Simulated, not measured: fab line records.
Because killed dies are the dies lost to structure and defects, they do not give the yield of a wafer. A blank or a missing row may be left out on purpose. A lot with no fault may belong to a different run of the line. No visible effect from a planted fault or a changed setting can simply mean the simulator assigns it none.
fab line records | flow gf180mcu
[record] lots = 7 | wafers = 21 | last_day = 34
route steps=602 shown M5@539 V5@540
lots that met no fault: from a run of the same line without faults
start_h: the number of hours between the record's first day and the start of the first shown wafer of the lot | wait_h: hours elapsed since this lot's preceding step | " as in the row above | L1.1+2: a row that stands for several wafers | - no value, or no start given | * or withheld: withheld | < > ~ a bound
route shown NAME@n: names a module that has steps shown in the file, with the first one's number in the route | usual: mean/standard deviation taken from wafers without a fault | same: alike in all rows | chamber/n: place in a boat | sites: each site's reading | _std_site: the standard deviation of these | _edge_site: outer sites' mean less inner sites' | radius_mm: for every site, how far away it sits from the centre of the wafer | mask NAME#n: copy n | behind: the last tool/chamber to shape the wafer | hold: why the lot went on hold/how many hours it stayed there/how the hold came to an end | device: transistor that didn't switch, given as n, p or np | end of line: at the end of the route, the tests of the same wafers | a step with no rows: only its recipe | killed: count of dies lost to structure and defects at first sort (not the wafer's yield) | map: dies across one wafer; x = killed, . = not, _ = none there
set.NAME: the setting as run; set.NAME@STEP: as run at that earlier step | model.NAME: the simulator's own value behind a step, which no gauge read
certain route steps with their lots: each step a table, each wafer a row
services: a tool's chamber out of use, with start hour (start_h, from the record's first day; less than 0 if before it), hours out, and reason
[[steps]]
[step GF_M5_CLEAN_13]
[recipe] chemistry = DIW | dry = n2_spin
[step GF_V5_CVD_00]
[recipe] material = SiO2 | target_thk_nm = 300 | sigma_open_frac = 0.3 | temp_c = 400 | time_s = 50 | sih4_flow_sccm = 60 | pressure_mtorr = 6
[step GF_V5_THK_MEAS_01]
[recipe] reads = SiO2_of_V5_CVD_00
[usual] V5_CVD_00_THK = 300.7/2.9
lot.wafer | tool          | chamber | start_h | wait_h | V5_CVD_00_THK[nm]
L119.2    | film_metro-02 | -       | 617.89  | 0.0    | 304.4
L119.3    | "             | -       | "       | "      | 300.3
L119.6    | "             | -       | "       | "      | 298.9
L123.2    | film_metro-01 | -       | 650.24  | 0.0    | 303.1
L123.3    | "             | -       | "       | "      | 302.9
L123.4    | "             | -       | "       | "      | 303.5
L124.1    | film_metro-02 | -       | 656.19  | 0.0    | 300.3
L124.3    | "             | -       | "       | "      | 297.3
L124.4    | "             | -       | "       | "      | 299.8
L125.2    | film_metro-02 | -       | 658.05  | 0.0    | 296.3
L125.4    | "             | -       | "       | "      | 297.7
L125.5    | "             | -       | "       | "      | 300.8
L131.2    | film_metro-02 | -       | 704.21  | 0.1    | 297.7
L131.3    | "             | -       | "       | "      | 300.2
L131.4    | "             | -       | "       | "      | 298.4
L132.3    | film_metro-02 | -       | 706.09  | 0.0    | 294.6
L132.5    | "             | -       | "       | "      | 301.4
L132.6    | "             | -       | "       | "      | 304.8
L141.1    | film_metro-02 | -       | 761.63  | 0.0    | 297.6
L141.3    | "             | -       | "       | "      | 300.6
L141.4    | "             | -       | "       | "      | 302.2
[step GF_V5_CVD_02]
[recipe] material = SiO2 | target_thk_nm = 1450 | precursor = TEOS | temp_c = 400 | time_s = 163.28 | rf_w = 600
[usual] heater_power_outer_w = 337/95 | heater_power_w = 608/170
lot.wafer | tool     | chamber | start_h | wait_h | heater_power_outer_w | heater_power_w
L119.2    | pecvd-02 | 2       | 617.94  | 0.0    | 390                  | 595
L119.3    | "        | 0       | "       | "      | 252                  | 429
L119.6    | "        | 0       | "       | "      | 184                  | 329
L123.2    | pecvd-04 | 2       | 650.29  | 0.0    | 376                  | 649
L123.3    | "        | 1       | "       | "      | 288                  | 481
L123.4    | "        | 1       | "       | "      | 212                  | 388
L124.1    | pecvd-04 | 2       | 656.25  | 0.1    | 269                  | 517
L124.3    | "        | 1       | "       | "      | 279                  | 472
L124.4    | "        | 0       | "       | "      | 352                  | 584
L125.2    | pecvd-04 | 2       | 658.10  | 0.0    | 365                  | 631
L125.4    | "        | 1       | "       | "      | 213                  | 375
L125.5    | "        | 2       | "       | "      | 274                  | 516
L131.2    | pecvd-04 | 1       | 704.26  | 0.0    | 265                  | 455
L131.3    | "        | 0       | "       | "      | 331                  | 579
L131.4    | "        | 2       | "       | "      | 268                  | 519
L132.3    | pecvd-03 | 0       | 706.13  | 0.0    | 486                  | 848
L132.5    | "        | 0       | "       | "      | 554                  | 948
L132.6    | "        | 2       | "       | "      | 339                  | 724
L141.1    | pecvd-03 | 1       | 761.69  | 0.1    | 327                  | 599
L141.3    | "        | 2       | "       | "      | 458                  | 873
L141.4    | "        | 1       | "       | "      | 238                  | 481
[step GF_V5_THK_MEAS_03]
[recipe] reads = SiO2_of_V5_CVD_02
[usual] V5_CVD_02_THK = 1449/18
lot.wafer | tool          | chamber | start_h | wait_h | V5_CVD_02_THK[nm]
L119.2    | film_metro-01 | -       | 618.06  | 0.1    | 1421
L119.3    | "             | -       | "       | "      | 1418
L119.6    | "             | -       | "       | "      | 1439
L123.2    | film_metro-02 | -       | 650.41  | 0.1    | 1441
L123.3    | "             | -       | "       | "      | 1449
L123.4    | "             | -       | "       | "      | 1471
L124.1    | film_metro-01 | -       | 656.36  | 0.1    | 1434
L124.3    | "             | -       | "       | "      | 1460
L124.4    | "             | -       | "       | "      | 1457
L125.2    | film_metro-01 | -       | 658.22  | 0.1    | 1458
L125.4    | "             | -       | "       | "      | 1493
L125.5    | "             | -       | "       | "      | 1461
L131.2    | film_metro-01 | -       | 704.38  | 0.1    | 1440
L131.3    | "             | -       | "       | "      | 1425
L131.4    | "             | -       | "       | "      | 1465
L132.3    | film_metro-04 | -       | 706.26  | 0.1    | 1419
L132.5    | "             | -       | "       | "      | 1435
L132.6    | "             | -       | "       | "      | 1440
L141.1    | film_metro-02 | -       | 761.80  | 0.1    | 1448
L141.3    | "             | -       | "       | "      | 1437
L141.4    | "             | -       | "       | "      | 1489
[step GF_V5_CMP_04]
[recipe] material = SiO2 | down_force_psi = 4 | platen_rpm = 60 | pad_velocity_m_s = 0.94248
[usual] motor_current_A = 12.2/1.4
lot.wafer | tool   | chamber | start_h | wait_h | motor_current_A
L119.3    | cmp-02 | 1       | 618.11  | 0.0    | 10.8
L119.2    | "      | 0       | "       | "      | 15.1
L119.6    | "      | 2       | "       | "      | 12.0
L123.2    | cmp-01 | 1       | 651.53  | 1.1    | 11.7
L123.3    | "      | 2       | "       | "      | 11.1
L123.4    | "      | 0       | "       | "      | 11.5
L124.3    | cmp-01 | 3       | 656.42  | 0.0    | 15.2
L124.4    | "      | 0       | "       | "      | 11.4
L124.1    | "      | 2       | "       | "      | 11.3
L125.2    | cmp-01 | 3       | 658.42  | 0.2    | 14.5
L125.4    | "      | 0       | "       | "      | 11.3
L125.5    | "      | 0       | "       | "      | 10.8
L131.3    | cmp-01 | 0       | 704.43  | 0.0    | 11.0
L131.2    | "      | 2       | "       | "      | 11.3
L131.4    | "      | 3       | "       | "      | 14.7
L132.3    | cmp-01 | 3       | 706.45  | 0.2    | 14.5
L132.5    | "      | 0       | "       | "      | 11.1
L132.6    | "      | 1       | "       | "      | 11.6
L141.3    | cmp-01 | 3       | 761.86  | 0.0    | 14.4
L141.1    | "      | 0       | "       | "      | 11.3
L141.4    | "      | 1       | "       | "      | 11.4
[step GF_V5_BOW_MEAS_05]
[recipe] mode = bow
[usual] V5_BOW = 135/9.7
lot.wafer | tool          | chamber | start_h | wait_h | V5_BOW[um]
L119.2    | film_metro-02 | -       | 618.43  | 0.1    | 129
L119.3    | "             | -       | "       | "      | 127
L119.6    | "             | -       | "       | "      | 142
L123.2    | film_metro-01 | -       | 651.85  | 0.3    | 136
L123.3    | "             | -       | "       | "      | 139
L123.4    | "             | -       | "       | "      | 120
L124.1    | film_metro-02 | -       | 656.72  | 0.1    | 143
L124.3    | "             | -       | "       | "      | 139
L124.4    | "             | -       | "       | "      | 142
L125.2    | film_metro-02 | -       | 658.74  | 0.3    | 146
L125.4    | "             | -       | "       | "      | 138
L125.5    | "             | -       | "       | "      | 141
L131.2    | film_metro-04 | -       | 704.75  | 0.2    | 127
L131.3    | "             | -       | "       | "      | 139
L131.4    | "             | -       | "       | "      | 118
L132.3    | film_metro-01 | -       | 706.64  | 0.1    | 114
L132.5    | "             | -       | "       | "      | 140
L132.6    | "             | -       | "       | "      | 129
L141.1    | film_metro-02 | -       | 762.16  | 0.2    | 137
L141.3    | "             | -       | "       | "      | 130
L141.4    | "             | -       | "       | "      | 142
[step GF_V5_DEHYDRATE_06]
[recipe] temp_c = 200 | time_s = 60
[step GF_V5_HMDS_07]
[recipe] prime_time_s = 60 | prime_temp_c = 120
[step GF_V5_COAT_08]
[recipe] resist = BARC | temp_c = withheld | time_s = withheld | spin_rpm = withheld | resist_thk_nm = withheld
[step GF_V5_COAT_09]
[recipe] resist = KrF | spin_rpm = withheld | resist_thk_nm = 1000
[step GF_V5_SOFTBAKE_10]
[recipe] temp_c = 130 | time_s = 60 | resist = KrF
[step GF_V5_EXPOSE_11]
[recipe] mask_id = Via5 | target_cd_nm = 260 | na = 0.68 | source_shape = conventional | sigma_outer = 0.6 | dose_mj = 38
[usual] exposure_dose_mJ_cm2 = 38.00/0.038 | focus_offset_nm = 0.1/0.57
lot.wafer | tool           | chamber | start_h | wait_h | mask   | exposure_dose_mJ_cm2 | focus_offset_nm
L119.2    | krf_scanner-02 | 0       | 629.30  | -      | Via5#0 | 37.98                | -0.1
L119.3    | "              | 0       | "       | "      | Via5#0 | 38.01                | -0.1
L119.6    | "              | 0       | "       | "      | Via5#0 | 37.95                | -0.1
L123.2    | krf_scanner-01 | -       | 661.30  | -      | Via5#0 | -                    | -
L123.3    | "              | -       | "       | "      | Via5#0 | -                    | -
L123.4    | "              | -       | "       | "      | Via5#0 | -                    | -
L124.1    | krf_scanner-02 | -       | 666.62  | -      | Via5#0 | -                    | -
L124.3    | "              | -       | "       | "      | Via5#0 | -                    | -
L124.4    | "              | -       | "       | "      | Via5#0 | -                    | -
L125.2    | krf_scanner-01 | -       | 669.00  | -      | Via5#0 | -                    | -
L125.4    | "              | -       | "       | "      | Via5#0 | -                    | -
L125.5    | "              | -       | "       | "      | Via5#0 | -                    | -
L131.2    | krf_scanner-02 | 0       | 714.02  | -      | Via5#0 | 38.01                | 0.7
L131.3    | "              | 0       | "       | "      | Via5#0 | 37.99                | -0.3
L131.4    | "              | 0       | "       | "      | Via5#0 | 37.99                | -0.2
L132.3    | krf_scanner-01 | 0       | 716.71  | -      | Via5#0 | 38.02                | 1.1
L132.5    | "              | 0       | "       | "      | Via5#0 | 38.05                | 0.9
L132.6    | "              | 0       | "       | "      | Via5#0 | 37.97                | 0.7
L141.1    | krf_scanner-02 | 0       | 770.43  | -      | Via5#0 | 37.99                | 1.1
L141.3    | "              | 0       | "       | "      | Via5#0 | 38.01                | 0.3
L141.4    | "              | 0       | "       | "      | Via5#0 | 38.00                | 0.6
[step GF_V5_PEB_12]
[recipe] peb_temp_c = 135 | peb_time_s = 90 | resist = KrF
[[services]]
tool           | chamber | start_h | hours | kind
krf_scanner-02 | -       | 594.68  | 0.8   | pm
krf_scanner-02 | -       | 597.87  | 1.3   | pm
pecvd-02       | 2       | 625.20  | 23.4  | repair
pecvd-03       | 1       | 626.78  | 15.3  | repair
krf_scanner-02 | -       | 631.75  | 6.3   | repair
cmp-01         | -       | 647.93  | 2.7   | pm
cmp-02         | -       | 649.32  | 9.6   | repair
krf_scanner-01 | -       | 652.56  | 1.3   | pm
krf_scanner-01 | -       | 674.15  | 9.2   | repair
krf_scanner-01 | -       | 677.02  | 5.9   | repair
krf_scanner-01 | -       | 683.38  | 0.8   | pm
krf_scanner-01 | -       | 697.20  | 15.9  | repair
krf_scanner-02 | -       | 697.67  | 0.2   | repair
pecvd-03       | 0       | 709.33  | 5.1   | repair
krf_scanner-01 | -       | 713.12  | 1.0   | pm
cmp-01         | -       | 718.99  | 4.0   | repair
pecvd-03       | 0       | 724.72  | 7.6   | repair
krf_scanner-02 | -       | 725.81  | 1.0   | pm
cmp-01         | -       | 730.80  | 1.4   | repair
pecvd-04       | 1       | 732.65  | 5.0   | repair
pecvd-03       | -       | 734.68  | 0.5   | repair
krf_scanner-02 | -       | 739.77  | 1.2   | repair
krf_scanner-02 | -       | 752.74  | 1.3   | repair
krf_scanner-02 | -       | 763.48  | 0.8   | pm
[[key]]
[first_sign] step = GF_V5_EXPOSE_11 | reading = tool_record | direction = missing
effect none on later readings
met_at GF_V5_EXPOSE_11
struck_wafers L123.2,L123.3,L123.4,L124.1,L124.3,L124.4,L125.2,L125.4,L125.5
later_rows_left_out L123.2,L123.3,L123.4,L124.1,L124.3,L124.4,L125.2,L125.4,L125.5
sort_left_out L123.2,L123.3,L123.4,L124.1,L124.3,L124.4,L125.2,L125.4,L125.5
onset_between 629.30 661.30
[fault] kind = skipped_step_whole | tool = krf_scanner-01,krf_scanner-02 | chamber = - | onset_h = 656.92 | steps = GF_V5_EXPOSE_11 | scope = struck_lots_only
// sort_left_out: the simulated sort isn't trusted on such a fault, so these wafers' sort isn't shown, and their yield isn't known
// later_rows_left_out: the simulator's readings of these wafers behind a module that went badly wrong aren't trusted and aren't shown, but for the sort
